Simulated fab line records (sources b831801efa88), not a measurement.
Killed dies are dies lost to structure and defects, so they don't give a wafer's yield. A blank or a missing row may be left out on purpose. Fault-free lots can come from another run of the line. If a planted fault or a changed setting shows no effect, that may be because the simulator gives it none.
Problem report in the 8D (eight disciplines) form, filled by code    flow gf180mcu    the parts of the form that need people (team, actions taken, sign-off) are left out

== 1. THE ISSUE ==
doseIonsCm2 at GF_HV_LDD_IMPLANT_33 reads a mean of 7.8e+12 on 6 wafers of 2 lots; wafers without a fault read 7.5e+12 with a standard deviation of 8.2e+09. That puts it +41 standard deviations away from the usual mean.
The first sign was on wafer L808.3 at day 14 12:25, on implanter-01. Wafers with a number at this step in the record: 39, from 13 lots. Rule for "out", or "out of limits": more than 4 standard deviations from the usual mean. All remaining wafers that have a number are taken as sound.

== 2. WHAT IT IS; WHAT IT IS NOT ==
question                     is                      is not
which readings at this step  doseIonsCm2             -
which lots                   L808, L811              L799, L801, L803, L805, L814, L815, L817, L818, L819, L821, L822
which wafers of those lots   all that have a number  -
read on which tools          implanter-01            implanter-02, implanter-03
when                         from day 14 12:25       up to then (12 sound wafers); but 21 sound wafers of L814, L815, L817, L818, L819, L821, L822 came after

== 3. SUSPECTS, AND WHAT RULES EACH OUT ==
Counting: a tool at a process step up to the reading stays a suspect if it ran every lot that is out and no sound lot after the first of them.
- implanter-01 at GF_HV_LDD_IMPLANT_33: kept. Every lot that is out went through it, starting with L808 (day 14 12:25), and after that it ran no sound lot; the last sound lot it ran before then is L805 (day 13 08:04). Its own doseIonsCm2 readings are out on those wafers.
The count leaves implanter-01 at GF_HV_LDD_IMPLANT_33.

== 4. THE CAUSE (what the simulator had put in) ==
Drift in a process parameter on implanter-01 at GF_HV_LDD_IMPLANT_33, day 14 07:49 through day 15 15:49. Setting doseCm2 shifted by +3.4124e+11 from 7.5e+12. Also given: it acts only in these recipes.
This tool alone remained once counting was done.

== 5. THE CHAIN OF EFFECTS, in route order ==
Each row: a reading where the mean over the struck wafers with a number is more than 3 standard deviations away from the usual. Scope: only readings with a usual standard deviation given in the record; hours: median across lots of the time from each lot's start at the first step in this table that gives one to its start at this step; sigmas: change in usual standard deviations.
hours  step                  reading      usual    on struck wafers  change    sigmas
0      GF_HV_LDD_IMPLANT_33  doseIonsCm2  7.5e+12  7.8e+12           +3.4e+11  +41
Here are the process steps it includes:
- GF_HV_LDD_IMPLANT_33
Later steps that measure or inspect, where all struck wafers having a row at the step show a number for every such reading and not one has moved that far: GF_HV_LDD_TW_MEAS_50.

== 6. HOW IT WOULD HAVE BEEN CAUGHT EARLIER ==
In this record no reading fell out of limits until day 14 12:25, 5 hours after the fault had begun at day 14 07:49.
